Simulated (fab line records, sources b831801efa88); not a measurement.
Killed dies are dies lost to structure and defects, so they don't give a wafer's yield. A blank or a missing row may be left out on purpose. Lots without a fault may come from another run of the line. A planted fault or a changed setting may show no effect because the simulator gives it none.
fab line records | flow sky130
record lots=12 wafers=36 last_day=50
route steps=708 shown CONTACT@423 METAL1@444 VIA1@460 PAD_OPEN@708
lots that met no fault: from a run of the same line without faults
start_h: hours from the record's first day to the start of the lot's first wafer shown | wait_h: hours since the lot's step before | " the same as in the row above | L1.1+2: a row that stands for several wafers | - no value, or no start given | * or withheld: withheld | < > ~ a bound
route shown NAME@n: a module of which the file shows steps, and the number in the route of the first | usual: mean/standard deviation of fault-free wafers | same: alike in all rows | chamber/n: place in a boat | sites: the reading at each site | _std_site: their standard deviation | _edge_site: outer sites' mean less inner sites' | radius_mm: how far each site lies from the wafer's centre | mask NAME#n: copy n | behind: the tool/chamber that last shaped the wafer | hold: why the lot was held/for how many hours/how that ended | device: the transistor (n, p or np) that didn't switch | end of line: the same wafers' tests at the end of the route | a step without rows: its recipe alone | killed: dies lost to structure and defects at the first sort, not the wafer's yield | map: a wafer's dies, x killed, . not, _ none there
set.NAME: the setting as run; set.NAME@STEP: as run at that earlier step | model.NAME: the simulator's own value behind a step, which no gauge read
steps of the route over a sample of lots; a table a step, a row a wafer
services: from which hour (start_h, from the record's first day; less than 0 if before it) a tool's chamber was out of use, for how many hours, and why
## steps
# step SKY_CONTACT_ETCH_17
# recipe target=SiO2 chemistry=C4F8/O2/Ar stop_on=Si3N4 mask_material=KrF-thick source_w=1500 bias_w=1200 pressure_mtorr=40 c4f8_flow_sccm=withheld O2_flow_sccm=6 Ar_flow_sccm=300 time_s=withheld target_depth_a=3400
# usual oes_product_au=0.892/0.0054 rf_fwd_power_W=1486/5.8
# columns lot.wafer tool chamber start_h wait_h oes_product_au rf_fwd_power_W
L734.1 rie_diel-03 0 723.43 0.0 0.892 1490
L734.4 " 2 " " 0.893 1497
L734.5 " 0 " " 0.889 1481
L735.2 rie_diel-04 0 741.97 0.0 0.893 1482
L735.3 " 2 " " 0.887 1490
L735.4 " 1 " " 0.894 1487
L736.1 rie_diel-04 3 758.42 0.0 0.894 1481
L736.2 " 2 " " 0.890 1494
L736.6 " 0 " " 0.894 1479
L739.1 rie_diel-02 3 775.47 0.0 0.897 1487
L739.3 " 0 " " 0.889 1496
L739.6 " 3 " " 0.904 1484
L742.1 rie_diel-02 0 800.82 0.0 0.896 1495
L742.3 " 3 " " 0.890 1476
L742.5 " 3 " " 0.895 1477
L743.2 rie_diel-04 1 803.23 0.0 0.884 1484
L743.3 " 3 " " 0.887 1480
L743.5 " 0 " " 0.884 1480
L744.2 rie_diel-02 1 817.23 0.0 0.893 1493
L744.4 " 2 " " 0.901 1489
L744.5 " 0 " " 0.894 1490
L747.2 rie_diel-02 0 837.97 0.0 0.890 1492
L747.3 " 3 " " 0.900 1475
L747.6 " 2 " " 0.896 1481
L753.1 rie_diel-04 1 899.42 0.0 0.887 1488
L753.2 " 0 " " 0.895 1478
L753.6 " 0 " " 0.891 1487
L754.1 rie_diel-02 3 900.23 0.0 0.891 1490
L754.3 " 0 " " 0.891 1484
L754.5 " 3 " " 0.887 1483
L756.2 rie_diel-02 3 908.92 0.0 0.891 1478
L756.3 " 0 " " 0.889 1486
L756.6 " 1 " " 0.887 1491
L757.2 rie_diel-03 1 915.37 0.0 0.883 1491
L757.4 " 2 " " 0.885 1491
L757.5 " 2 " " 0.887 1487
# step SKY_METAL1_COAT_10
# recipe resist=KrF-thick spin_rpm=3000 resist_thk_nm=450
# columns lot.wafer tool chamber start_h wait_h
L734.1+4+5 litho_track-03 0 738 -
L735.2+3+4 litho_track-02 0 757 -
L736.1+2+6 litho_track-04 0 772 -
L739.1+3+6 litho_track-04 0 790 -
L742.1+3+5 litho_track-03 0 816 -
L743.2+3+5 litho_track-03 0 818 -
L744.2+4+5 litho_track-04 0 831 -
L747.2+3+6 litho_track-02 0 852 -
L753.1+2+6 litho_track-04 0 912 -
L754.1+3+5 litho_track-04 0 914 -
L756.2+3+6 litho_track-03 0 923 -
L757.2+4+5 litho_track-02 0 929 -
# step SKY_METAL1_STRIP_20
# recipe chemistry=O2/N2 power_w=1400 pressure_mtorr=1500 platen_temp_c=withheld o2_flow_sccm=3000 n2_flow_sccm=300 overash_fraction=0.5
# usual drypump_motor_current_A=5.8/0.54 oes_product_au=0.342/0.0049 strip_time_to_endpoint_s=2.69/0.041
# columns lot.wafer tool chamber start_h wait_h drypump_motor_current_A oes_product_au rf_hours_counter_h strip_time_to_endpoint_s
L734.1 plasma_asher-01 1 752.88 0.1 6.6 0.347 94 2.70
L734.4 " 0 " " 6.5 0.340 - 2.67
L734.5 " 0 " " 6.5 0.337 - 2.68
L735.2 plasma_asher-01 0 771.01 0.1 6.5 0.347 96 2.75
L735.3 " 0 " " 6.4 0.344 - 2.75
L735.4 " 1 " " 6.6 0.337 - 2.74
L736.1 plasma_asher-01 1 786.71 0.1 6.6 0.345 97 2.71
L736.2 " 0 " " 6.5 0.346 97 2.68
L736.6 " 1 " " 6.6 0.346 - 2.68
L739.1 plasma_asher-02 0 803.40 0.1 5.4 0.335 6 2.61
L739.3 " 1 " " 5.7 0.335 - 2.65
L739.6 " 0 " " 5.4 0.337 - 2.62
L742.1 plasma_asher-01 1 829.54 0.1 6.5 0.348 102 2.71
L742.3 " 1 " " 6.6 0.341 - 2.72
L742.5 " 0 " " 6.5 0.338 - 2.71
L743.2 plasma_asher-04 1 831.97 0.1 5.2 0.348 71 2.71
L743.3 " 0 " " 5.5 0.339 - 2.67
L743.5 " 1 " " 5.2 0.345 - 2.72
L744.2 plasma_asher-04 0 844.94 0.1 5.5 0.339 72 2.70
L744.4 " 0 " " 5.5 0.339 - 2.68
L744.5 " 0 " " 5.5 0.342 - 2.70
L747.2 plasma_asher-02 0 865.21 0.1 5.4 0.333 11 2.69
L747.3 " 1 " " 5.7 0.337 - 2.68
L747.6 " 1 " " 5.7 0.340 - 2.67
L753.1 plasma_asher-04 0 926.74 0.1 5.5 0.331 81 2.27
L753.2 " 1 " " 5.2 0.352 81 2.66
L753.6 " 1 " " 5.2 0.317 - 2.28
L754.1 plasma_asher-04 1 927.85 0.1 5.2 0.322 81 2.28
L754.3 " 1 " " 5.2 0.337 - 2.66
L754.5 " 0 " " 5.6 0.350 - 2.67
L756.2 plasma_asher-04 1 935.64 0.1 5.2 0.345 81 2.64
L756.3 " 1 " " 5.2 0.347 - 2.64
L756.6 " 1 " " 5.2 0.332 - 2.67
L757.2 plasma_asher-02 1 941.51 0.1 5.7 0.341 20 2.66
L757.4 " 0 " " 5.3 0.346 - 2.67
L757.5 " 0 " " 5.3 0.344 - 2.68
# step SKY_VIA1_CMP_02
# recipe material=SiO2 down_force_psi=4 platen_rpm=60 pad_velocity_m_s=0.94248
# usual motor_current_A=11.1/0.94
# columns lot.wafer tool chamber start_h wait_h motor_current_A
L734.4 cmp-01 3 753.65 0.0 12.0
L734.1 " 0 " " 11.5
L734.5 " 0 " " 10.8
L735.4 cmp-01 3 771.82 0.0 12.1
L735.3 " 1 " " 11.4
L735.2 " 2 " " 9.7
L736.1 cmp-01 0 787.68 0.3 11.4
L736.2 " 2 " " 9.1
L736.6 " 0 " " 11.2
L739.1 cmp-02 3 804.24 0.1 11.0
L739.3 " 0 " " 12.0
L739.6 " 3 " " 10.9
L742.1 cmp-01 3 830.31 0.1 11.9
L742.3 " 2 " " 10.2
L742.5 " 3 " " 11.4
L743.2 cmp-02 1 832.79 0.1 12.0
L743.3 " 3 " " 10.3
L743.5 " 1 " " 11.8
L744.2 cmp-01 0 845.70 0.0 11.3
L744.4 " 1 " " 11.0
L744.5 " 0 " " 11.6
L747.3 cmp-01 0 866.16 0.2 10.9
L747.2 " 1 " " 10.5
L747.6 " 3 " " 12.8
L753.2 cmp-01 3 927.56 0.1 12.1
L753.1 " 0 " " 11.1
L753.6 " 3 " " 11.6
L754.1 cmp-01 2 928.69 0.1 9.4
L754.3 " 3 " " 12.1
L754.5 " 2 " " 10.0
L756.2 cmp-01 0 936.44 0.0 11.4
L756.3 " 2 " " 9.7
L756.6 " 1 " " 10.4
L757.4 cmp-01 1 942.33 0.1 10.6
L757.2 " 2 " " 9.8
L757.5 " 0 " " 11.2
# step SKY_VIA1_BOW_MEAS_03
# recipe mode=bow
# usual VIA1_BOW=78/7.7
# columns lot.wafer tool chamber start_h wait_h VIA1_BOW[um]
L734.1 film_metro-04 - 753.95 0.2 83
L734.4 " - " " 78
L734.5 " - " " 75
L735.2 film_metro-02 - 772.14 0.1 70
L735.3 " - " " 65
L735.4 " - " " 74
L736.1 film_metro-01 - 787.93 0.2 69
L736.2 " - " " 77
L736.6 " - " " 70
L739.1 film_metro-01 - 804.54 0.2 94
L739.3 " - " " 90
L739.6 " - " " 86
L742.1 film_metro-02 - 830.61 0.2 94
L742.3 " - " " 76
L742.5 " - " " 76
L743.2 film_metro-01 - 833.06 0.2 81
L743.3 " - " " 84
L743.5 " - " " 65
L744.2 film_metro-02 - 846.02 0.3 76
L744.4 " - " " 75
L744.5 " - " " 81
L747.2 film_metro-01 - 866.48 0.2 67
L747.3 " - " " 71
L747.6 " - " " 68
L753.1 film_metro-01 - 927.81 0.1 71
L753.2 " - " " 79
L753.6 " - " " 58
L754.1 film_metro-02 - 928.94 0.2 77
L754.3 " - " " 84
L754.5 " - " " 78
L756.2 film_metro-02 - 936.76 0.3 75
L756.3 " - " " 73
L756.6 " - " " 83
L757.2 film_metro-02 - 942.60 0.2 76
L757.4 " - " " 83
L757.5 " - " " 88
# step SKY_PAD_OPEN_PROBE_99
# usual defect_limited_yield=82.4/1.8 killed_at_M0_to_M3=45/6.8 killed_at_M4_up=3.2/1.6 killed_at_contacts=24/5.1 killed_at_front_end=14/4.4 killed_at_other=0.4/0.65 killed_dies=87/8.8 killed_open=47/7.2 killed_short=39/6.1 sort_bin_3_pad_short=0.9/0.38 sort_bin_5_function=10.4/1.5 sort_bin_6_memory=6.4/1.1 sort_n_pass=405/8.8 sort_yield_pct=82.4/1.8
# same gross_dies=492 killed_at_back_side=0 sort_bin_4_leakage[%]=0 sort_bin_8_speed[%]=0
# columns lot.wafer tool chamber start_h wait_h defect_limited_yield[%] killed_at_M0_to_M3 killed_at_M4_up killed_at_contacts killed_at_front_end killed_at_other killed_dies killed_open killed_short sort_bin_3_pad_short[%] sort_bin_5_function[%] sort_bin_6_memory[%] sort_n_pass sort_yield_pct[%]
L734.1 prober-01 - 1063.79 0.1 81.3 37 5 31 19 0 92 49 43 1.0 10.8 6.9 400 81.3
L734.4 prober-01 - 1063.94 0.2 84.1 42 3 24 9 0 78 44 34 1.0 8.1 6.7 414 84.1
L734.5 prober-01 - 1063.99 0.2 79.9 46 1 27 25 0 99 54 44 0.4 11.8 7.9 393 79.9
L735.2 prober-01 - 1079.99 0.1 83.9 36 4 25 13 1 79 37 42 0.4 8.9 6.7 413 83.9
L735.3 prober-01 - 1080.04 0.2 82.7 45 2 20 18 0 85 49 36 1.4 11.6 4.3 407 82.7
L735.4 prober-01 - 1080.09 0.2 82.3 36 2 30 18 1 87 52 35 0.6 10.8 6.3 405 82.3
L736.1 prober-02 - 1092.89 0.1 82.5 39 6 19 20 2 86 45 40 0.6 11.0 5.9 406 82.5
L736.2 prober-02 - 1092.94 0.1 82.5 39 4 21 22 0 86 48 37 0.4 11.8 5.3 406 82.5
L736.6 prober-02 - 1093.14 0.2 82.1 46 3 27 11 1 88 52 36 0.6 11.4 5.9 404 82.1
L739.1 prober-01 - 1104.90 0.1 84.6 45 2 23 5 1 76 33 42 1.0 9.1 5.3 416 84.6
L739.3 prober-01 - 1105.00 0.2 81.5 50 4 30 7 0 91 51 40 0.8 10.2 7.5 401 81.5
L739.6 prober-01 - 1105.15 0.2 79.9 51 2 27 16 3 99 46 50 1.4 10.6 8.1 393 79.9
L742.1 prober-02 - 1123.74 0.1 84.1 44 1 14 19 0 78 45 33 0.6 9.6 5.7 414 84.1
L742.3 prober-02 - 1123.84 0.2 86.6 25 6 24 11 0 66 31 34 0.8 8.1 4.5 426 86.6
L742.5 prober-02 - 1123.94 0.2 82.5 38 5 28 15 0 86 43 43 1.0 10.8 5.7 406 82.5
L743.2 prober-01 - 1126.39 0.1 82.9 52 0 21 11 0 84 46 38 0.4 10.8 5.9 408 82.9
L743.3 prober-01 - 1126.44 0.2 85.8 41 3 19 6 1 70 41 29 1.2 8.1 4.9 422 85.8
L743.5 prober-01 - 1126.54 0.2 82.3 46 4 23 12 2 87 52 35 0.8 10.8 6.1 405 82.3
L744.2 prober-02 - 1137.86 0.1 82.7 53 1 17 14 0 85 54 31 1.0 8.7 7.5 407 82.7
L744.4 prober-02 - 1137.96 0.2 81.7 50 2 26 12 0 90 49 41 0.6 9.3 8.3 402 81.7
L744.5 prober-02 - 1138.01 0.2 80.9 56 1 22 14 1 94 51 43 0.8 12.0 6.3 398 80.9
L747.2 prober-01 - 1150.88 0.1 81.9 51 4 12 21 1 89 47 42 0.6 10.6 6.9 403 81.9
L747.3 prober-01 - 1150.93 0.2 85.0 38 2 26 7 1 74 39 34 0.8 8.7 5.5 418 85.0
L747.6 prober-01 - 1151.08 0.2 84.6 31 4 24 17 0 76 38 38 0.6 8.7 6.1 416 84.6
L753.1 prober-01 - 1193.47 0.1 83.3 49 3 16 14 0 82 45 37 0.8 9.6 6.3 410 83.3
L753.2 prober-01 - 1193.52 0.1 80.7 51 2 24 18 0 95 58 37 0.6 10.8 7.9 397 80.7
L753.6 prober-01 - 1193.72 0.2 81.5 44 2 28 17 0 91 44 47 0.6 11.2 6.7 401 81.5
L754.1 prober-02 - 1195.12 0.1 81.1 49 4 23 16 1 93 58 34 0.8 10.0 8.1 399 81.1
L754.3 prober-02 - 1195.22 0.2 83.7 35 4 25 15 1 80 37 42 0.6 8.7 6.9 412 83.7
L754.5 prober-02 - 1195.32 0.2 84.6 28 9 21 18 0 76 36 40 1.2 7.9 6.3 416 84.6
L756.2 prober-02 - 1201.37 0.1 78.7 46 2 30 26 1 105 72 33 0.4 13.6 7.3 387 78.7
L756.3 prober-02 - 1201.42 0.2 81.1 57 1 23 12 0 93 49 44 1.6 9.8 7.5 399 81.1
L756.6 prober-02 - 1201.57 0.2 85.4 36 2 21 13 0 72 50 22 0.4 8.1 6.1 420 85.4
L757.2 prober-01 - 1202.98 0.1 82.7 47 5 22 10 1 85 45 40 1.0 11.0 5.3 407 82.7
L757.4 prober-01 - 1203.08 0.2 82.1 45 2 26 15 0 88 48 40 0.6 10.2 7.1 404 82.1
L757.5 prober-01 - 1203.13 0.2 83.3 41 2 15 22 2 82 34 46 1.0 8.7 6.9 410 83.3
# killed by level:class
L734.1 LI_CONTACT:geometric_particle:open=10 CONTACT:geometric_particle:open=10 CONTACT:geometric_particle:short=8 METAL2:geometric_particle:short=8 VIA1:geometric_particle:open=7 VIA2:geometric_particle:open=5 FIELD_ISO:geometric_particle:short=4 METAL1:geometric_particle:short=4
L734.4 VIA1:geometric_particle:open=12 CONTACT:geometric_particle:open=11 METAL2:geometric_particle:short=10 VIA3:geometric_particle:open=7 LI_CONTACT:geometric_particle:open=5 FIELD_ISO:geometric_particle:short=4 CONTACT:geometric_particle:short=4 POLY_GATE:geometric_particle:open=2
L734.5 CONTACT:geometric_particle:open=15 VIA3:geometric_particle:open=12 FIELD_ISO:geometric_particle:short=7 METAL2:geometric_particle:short=7 VIA1:geometric_particle:open=7 LI_CONTACT:geometric_particle:open=5 VIA1:geometric_particle:short=5 POLY_GATE:geometric_particle:short=4
L735.2 CONTACT:geometric_particle:open=9 VIA1:geometric_particle:open=8 FIELD_ISO:geometric_particle:short=7 VIA2:geometric_particle:open=7 METAL1:geometric_particle:short=5 METAL2:geometric_particle:short=5 LI_CONTACT:geometric_particle:open=4 CONTACT:geometric_particle:short=4
L735.3 VIA1:geometric_particle:open=9 CONTACT:geometric_particle:open=7 METAL2:geometric_particle:short=7 VIA3:geometric_particle:open=7 LI_CONTACT:geometric_particle:open=6 VIA1:geometric_particle:short=6 FIELD_ISO:geometric_particle:open=5 FIELD_ISO:geometric_particle:short=4
L735.4 LI_CONTACT:geometric_particle:open=10 CONTACT:geometric_particle:open=10 VIA1:geometric_particle:open=9 VIA2:geometric_particle:open=8 FIELD_ISO:geometric_particle:open=6 METAL2:geometric_particle:short=6 FIELD_ISO:geometric_particle:short=5 CONTACT:geometric_particle:short=5
L736.1 FIELD_ISO:geometric_particle:open=10 VIA1:geometric_particle:open=10 CONTACT:geometric_particle:open=9 VIA2:geometric_particle:open=6 METAL4:geometric_particle:short=6 METAL1:geometric_particle:short=5 FIELD_ISO:geometric_particle:short=4 POLY_GATE:geometric_particle:short=4
L736.2 LI_CONTACT:geometric_particle:open=10 VIA1:geometric_particle:open=7 POLY_GATE:geometric_particle:open=6 METAL2:geometric_particle:short=6 VIA2:geometric_particle:open=6 POLY_GATE:geometric_particle:short=5 FIELD_ISO:geometric_particle:short=4 CONTACT:geometric_particle:open=4
L736.6 LI_CONTACT:geometric_particle:open=10 CONTACT:geometric_particle:open=10 VIA1:geometric_particle:open=9 METAL1:geometric_particle:short=8 VIA2:geometric_particle:open=6 VIA3:geometric_particle:open=6 POLY_GATE:geometric_particle:open=5 VIA3:geometric_particle:short=5
L739.1 METAL1:geometric_particle:short=8 LI_CONTACT:geometric_particle:open=7 CONTACT:geometric_particle:open=7 VIA3:geometric_particle:open=6 VIA1:geometric_particle:open=6 VIA3:geometric_particle:short=5 VIA2:geometric_particle:open=4 LOCAL_INTERCONNECT:geometric_particle:short=4
L739.3 VIA3:geometric_particle:open=13 CONTACT:geometric_particle:open=13 METAL2:geometric_particle:short=9 LI_CONTACT:geometric_particle:open=7 CONTACT:geometric_particle:short=7 VIA1:geometric_particle:open=5 VIA1:geometric_particle:short=4 VIA3:geometric_particle:short=4
L739.6 CONTACT:geometric_particle:open=16 METAL2:geometric_particle:short=8 CONTACT:geometric_particle:short=7 VIA2:geometric_particle:open=7 VIA1:geometric_particle:open=7 METAL3:geometric_particle:short=6 VIA1:geometric_particle:short=6 FIELD_ISO:geometric_particle:short=4
L742.1 VIA1:geometric_particle:open=11 POLY_GATE:geometric_particle:open=7 METAL2:geometric_particle:short=7 VIA2:geometric_particle:open=7 VIA3:geometric_particle:open=5 POLY_GATE:geometric_particle:short=4 LI_CONTACT:geometric_particle:open=4 CONTACT:geometric_particle:open=4
L742.3 CONTACT:geometric_particle:open=8 LI_CONTACT:geometric_particle:open=6 METAL2:geometric_particle:short=6 VIA1:geometric_particle:open=5 LOCAL_INTERCONNECT:geometric_particle:short=4 CONTACT:geometric_particle:short=4 METAL4:geometric_particle:short=4 FIELD_ISO:geometric_particle:short=3
L742.5 CONTACT:geometric_particle:short=9 CONTACT:geometric_particle:open=8 VIA1:geometric_particle:open=7 LI_CONTACT:geometric_particle:open=6 VIA3:geometric_particle:open=6 FIELD_ISO:geometric_particle:short=4 METAL3:geometric_particle:open=4 LOCAL_INTERCONNECT:geometric_particle:short=4
L743.2 VIA1:geometric_particle:open=12 VIA2:geometric_particle:open=10 CONTACT:geometric_particle:open=9 VIA1:geometric_particle:short=5 VIA3:geometric_particle:open=5 LI_CONTACT:geometric_particle:open=4 METAL2:geometric_particle:short=4 VIA2:geometric_particle:short=4
L743.3 VIA2:geometric_particle:open=10 VIA1:geometric_particle:open=8 CONTACT:geometric_particle:open=7 VIA3:geometric_particle:open=6 METAL1:geometric_particle:short=4 LOCAL_INTERCONNECT:geometric_particle:short=4 FIELD_ISO:geometric_particle:open=3 LI_CONTACT:geometric_particle:open=3
L743.5 VIA2:geometric_particle:open=11 CONTACT:geometric_particle:open=11 VIA3:geometric_particle:open=8 VIA1:geometric_particle:open=6 VIA1:geometric_particle:short=6 LI_CONTACT:geometric_particle:open=5 POLY_GATE:geometric_particle:open=4 FIELD_ISO:geometric_particle:short=3
L744.2 VIA1:geometric_particle:open=15 VIA3:geometric_particle:open=8 LI_CONTACT:geometric_particle:open=7 VIA1:geometric_particle:short=7 VIA2:geometric_particle:open=7 CONTACT:geometric_particle:open=5 METAL1:geometric_particle:short=4 VIA2:geometric_particle:short=4
L744.4 CONTACT:geometric_particle:open=10 VIA1:geometric_particle:open=10 VIA2:geometric_particle:open=9 VIA3:geometric_particle:open=8 VIA1:geometric_particle:short=7 FIELD_ISO:geometric_particle:short=6 LI_CONTACT:geometric_particle:open=6 METAL1:geometric_particle:short=6
L744.5 VIA1:geometric_particle:open=17 METAL1:geometric_particle:short=8 LI_CONTACT:geometric_particle:open=7 CONTACT:geometric_particle:open=7 VIA2:geometric_particle:short=7 VIA3:geometric_particle:open=7 CONTACT:geometric_particle:short=5 VIA1:geometric_particle:short=5
L747.2 VIA1:geometric_particle:open=13 VIA3:geometric_particle:open=11 POLY_GATE:geometric_particle:open=6 METAL1:geometric_particle:short=6 VIA2:geometric_particle:open=6 POLY_GATE:geometric_particle:short=5 LI_CONTACT:geometric_particle:short=5 VIA3:geometric_particle:short=5
L747.3 VIA3:geometric_particle:open=12 CONTACT:geometric_particle:open=7 METAL2:geometric_particle:short=7 LI_CONTACT:geometric_particle:open=6 CONTACT:geometric_particle:short=5 VIA2:geometric_particle:open=4 LI_CONTACT:geometric_particle:short=4 LOCAL_INTERCONNECT:geometric_particle:short=4
L747.6 CONTACT:geometric_particle:open=9 FIELD_ISO:geometric_particle:open=6 CONTACT:geometric_particle:short=6 VIA1:geometric_particle:open=6 VIA1:geometric_particle:short=6 FIELD_ISO:geometric_particle:short=5 LI_CONTACT:geometric_particle:open=5 METAL2:geometric_particle:short=4
L753.1 VIA1:geometric_particle:open=12 VIA2:geometric_particle:open=9 METAL1:geometric_particle:short=7 CONTACT:geometric_particle:open=6 VIA3:geometric_particle:open=6 POLY_GATE:geometric_particle:short=5 POLY_GATE:geometric_particle:open=4 LI_CONTACT:geometric_particle:open=4
L753.2 VIA1:geometric_particle:open=13 CONTACT:geometric_particle:open=11 METAL2:geometric_particle:short=7 LI_CONTACT:geometric_particle:open=6 VIA3:geometric_particle:open=6 METAL1:geometric_particle:short=5 VIA2:geometric_particle:open=5 FIELD_ISO:geometric_particle:open=4
L753.6 VIA1:geometric_particle:open=12 CONTACT:geometric_particle:open=10 METAL1:geometric_particle:short=8 LOCAL_INTERCONNECT:geometric_particle:short=7 POLY_GATE:geometric_particle:short=6 VIA3:geometric_particle:open=6 FIELD_ISO:geometric_particle:short=5 LI_CONTACT:geometric_particle:open=4
L754.1 CONTACT:geometric_particle:open=10 VIA3:geometric_particle:open=10 VIA1:geometric_particle:open=9 METAL1:geometric_particle:short=7 POLY_GATE:geometric_particle:open=5 LI_CONTACT:geometric_particle:open=5 FIELD_ISO:geometric_particle:open=4 VIA1:geometric_particle:short=4
L754.3 LI_CONTACT:geometric_particle:open=10 VIA1:geometric_particle:short=6 FIELD_ISO:geometric_particle:short=5 CONTACT:geometric_particle:open=5 VIA2:geometric_particle:open=5 POLY_GATE:geometric_particle:short=4 VIA2:geometric_particle:short=4 VIA3:geometric_particle:short=4
L754.5 FIELD_ISO:geometric_particle:short=9 CONTACT:geometric_particle:open=8 VIA1:geometric_particle:open=7 METAL4:geometric_particle:short=6 METAL1:geometric_particle:short=5 CONTACT:geometric_particle:short=4 LOCAL_INTERCONNECT:geometric_particle:short=4 FIELD_ISO:geometric_particle:open=3
L756.2 CONTACT:geometric_particle:open=16 VIA1:geometric_particle:open=12 POLY_GATE:geometric_particle:open=10 VIA2:geometric_particle:open=10 FIELD_ISO:geometric_particle:open=6 FIELD_ISO:geometric_particle:short=6 LI_CONTACT:geometric_particle:open=5 CONTACT:geometric_particle:short=5
L756.3 VIA2:geometric_particle:open=10 VIA3:geometric_particle:open=10 VIA1:geometric_particle:open=10 CONTACT:geometric_particle:open=8 LI_CONTACT:geometric_particle:open=5 LOCAL_INTERCONNECT:geometric_particle:short=5 METAL1:geometric_particle:short=5 METAL2:geometric_particle:short=5
L756.6 CONTACT:geometric_particle:open=12 VIA1:geometric_particle:open=12 VIA3:geometric_particle:open=10 VIA1:geometric_particle:short=5 CONTACT:geometric_particle:short=4 LI_CONTACT:geometric_particle:open=4 FIELD_ISO:geometric_particle:short=3 POLY_GATE:geometric_particle:open=3
L757.2 VIA1:geometric_particle:open=11 VIA1:geometric_particle:short=9 LI_CONTACT:geometric_particle:open=8 METAL2:geometric_particle:short=5 LI_CONTACT:geometric_particle:short=5 VIA2:geometric_particle:open=5 CONTACT:geometric_particle:open=5 VIA3:geometric_particle:short=5
L757.4 VIA1:geometric_particle:open=9 METAL1:geometric_particle:short=8 VIA2:geometric_particle:open=8 VIA3:geometric_particle:open=8 CONTACT:geometric_particle:open=6 LOCAL_INTERCONNECT:geometric_particle:short=6 LI_CONTACT:geometric_particle:open=5 LI_CONTACT:geometric_particle:short=5
L757.5 VIA1:geometric_particle:open=8 VIA2:geometric_particle:short=7 POLY_GATE:geometric_particle:open=6 VIA1:geometric_particle:short=6 FIELD_ISO:geometric_particle:open=5 METAL1:geometric_particle:short=5 POLY_GATE:geometric_particle:short=4 LOCAL_INTERCONNECT:geometric_particle:short=4
## services
# columns tool chamber start_h hours kind
cmp-01 - 702.33 0.9 repair
cmp-02 - 705.38 0.3 repair
rie_diel-04 3 708.87 3.9 repair
cmp-01 - 710.76 6.4 repair
rie_diel-03 - 731.83 0.1 repair
plasma_asher-02 - 733.75 9.0 pm
rie_diel-04 1 739.51 1.7 repair
cmp-02 - 744.00 4.0 pm
rie_diel-04 1 752.53 7.6 repair
plasma_asher-04 - 752.70 0.8 repair
plasma_asher-04 - 801.29 12.6 repair
rie_diel-02 3 804.66 1.8 repair
rie_diel-02 3 811.23 15.4 repair
plasma_asher-02 - 821.24 12.2 pm
plasma_asher-04 - 842.84 0.3 repair
rie_diel-04 3 849.32 2.4 repair
plasma_asher-01 - 858.36 3.5 repair
rie_diel-02 1 884.79 5.1 repair
rie_diel-02 2 903.95 10.2 repair
cmp-01 - 912.00 4.0 pm
rie_diel-02 - 916.70 1.5 repair
plasma_asher-04 - 931.55 2.6 repair
plasma_asher-04 - 932.71 2.7 repair
plasma_asher-04 - 938.11 63.4 repair
## key
first_sign step=SKY_METAL1_STRIP_20 reading=strip_time_to_endpoint_s direction=down sigmas=10 usual=* struck=*
effect step=SKY_METAL1_STRIP_20 reading=oes_product_au direction=down sigmas=3.8 usual=0.342 struck=0.323
met_at SKY_METAL1_COAT_10
struck_lots L753,L754
struck_wafers L753.1,L753.6,L754.1
not_acting_at SKY_CONTACT_ETCH_17,SKY_VIA1_CMP_02,SKY_VIA1_BOW_MEAS_03
onset_between 831 912
fault kind=process_parameter_drift tool=litho_track-04 chamber=- onset_h=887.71 steps=SKY_METAL1_COAT_10 channel=resist_thk_nm offset=-31.693 shape=step end_h=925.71 scope=struck_wafers_only acts_in=these_recipes_only stated=450
